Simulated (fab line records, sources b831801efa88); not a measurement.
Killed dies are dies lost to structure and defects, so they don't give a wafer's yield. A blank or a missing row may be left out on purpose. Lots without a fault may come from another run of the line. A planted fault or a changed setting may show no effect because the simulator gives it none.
Problem report in the 8D (eight disciplines) form, filled by code | flow sky130 | the parts of the form that need people (team, actions taken, sign-off) are left out

1. THE PROBLEM
cd_nm at SKY_VIA3_CD_MEAS_12 reads a mean of 102.0 nm on 1 wafer of 1 lot; wafers without a fault read 200.1 nm with a standard deviation of 1.4. That is -70 standard deviations from the usual mean.
The step: target cd 200 nm.
First seen on wafer L646.2, day 44 23:25, on cd_sem-01. The record holds 36 wafers of 12 lots with a number at this step. Rule for "out", or "out of limits": more than 4 standard deviations from the usual mean. The other wafers with a number count as sound.

2. WHAT IT IS AND WHAT IT IS NOT
question                    | is                | is not
which readings at this step | cd_nm             | -
which lots                  | L646              | L631, L632, L633, L634, L636, L637, L638, L639, L640, L651, L652
which wafers of those lots  | L646.2            | L646.1, L646.4
read on which gauges        | cd_sem-01         | cd_sem-02
when                        | from day 44 23:25 | up to then (29 sound wafers); but 6 sound wafers of L651, L652 came after

3. SUSPECTS, AND WHAT RULES EACH OUT
Counting: a tool at a process step up to the reading stays a suspect if it ran every lot that is out. Sound lots after the first of them don't rule it out here, since some wafers of a struck lot are sound.
- the gauge at SKY_VIA3_CD_MEAS_12: ruled out. All the wafers that are out were read on cd_sem-01, but those of them that SKY_PAD_OPEN_PROBE_99 has rows for are out there too, on other tools.
- krf_scanner-01 at SKY_VIA3_EXPOSE_09 (exposes mask VIM3, target cd 200 nm): kept. It ran the lot that is out, L646 (day 44 11:25); its last sound lot up to then is L640 (day 42 13:19).
Left after counting: krf_scanner-01 at SKY_VIA3_EXPOSE_09.

4. THE CAUSE (what the simulator had put in)
Process parameter drift: krf_scanner-01, from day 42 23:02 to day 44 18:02, at SKY_VIA3_EXPOSE_09. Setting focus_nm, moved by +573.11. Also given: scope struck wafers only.
Counting left only this tool.

5. THE CHAIN OF EFFECTS, in route order
Each row: a reading whose mean over the struck wafers that have a number lies more than 3 standard deviations from the usual. Only readings for which the record gives a usual standard deviation are gone through. hours: the time from each lot's start at the first step in this table that gives one to its start at this step, as a median over the lots. sigmas: the change in usual standard deviations.
hours | step                  | reading              | usual    | on struck wafers | change | sigmas
0     | SKY_VIA3_CD_MEAS_12   | cd_nm                | 200.1 nm | 102.0            | -98.1  | -70
129   | SKY_PAD_OPEN_PROBE_99 | defect_limited_yield | 82.3 %   | 0.0              | -82.3  | -46
129   | SKY_PAD_OPEN_PROBE_99 | killed_at_M0_to_M3   | 43       | 434              | +391   | +57
129   | SKY_PAD_OPEN_PROBE_99 | killed_dies          | 87       | 492              | +405   | +46
129   | SKY_PAD_OPEN_PROBE_99 | killed_on_rim        | 16       | 96               | +80    | +22
129   | SKY_PAD_OPEN_PROBE_99 | sort_bin_5_function  | 10.5 %   | 91.5             | +81.0  | +58
129   | SKY_PAD_OPEN_PROBE_99 | sort_n_pass          | 405      | 0                | -405   | -46
129   | SKY_PAD_OPEN_PROBE_99 | sort_yield_pct       | 82.3 %   | 0.0              | -82.3  | -46
The process steps in it:
- SKY_PAD_OPEN_PROBE_99

6. WHAT WOULD HAVE CAUGHT IT SOONER
In this record the first reading out of limits at a measuring or inspecting step was taken at day 44 23:25, 48 hours after the fault began at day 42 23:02.
All the lots that are out (1) had begun SKY_VIA3_EXPOSE_09 on krf_scanner-01 by day 44 23:25. A hold on the tool at that time would have spared none of them.
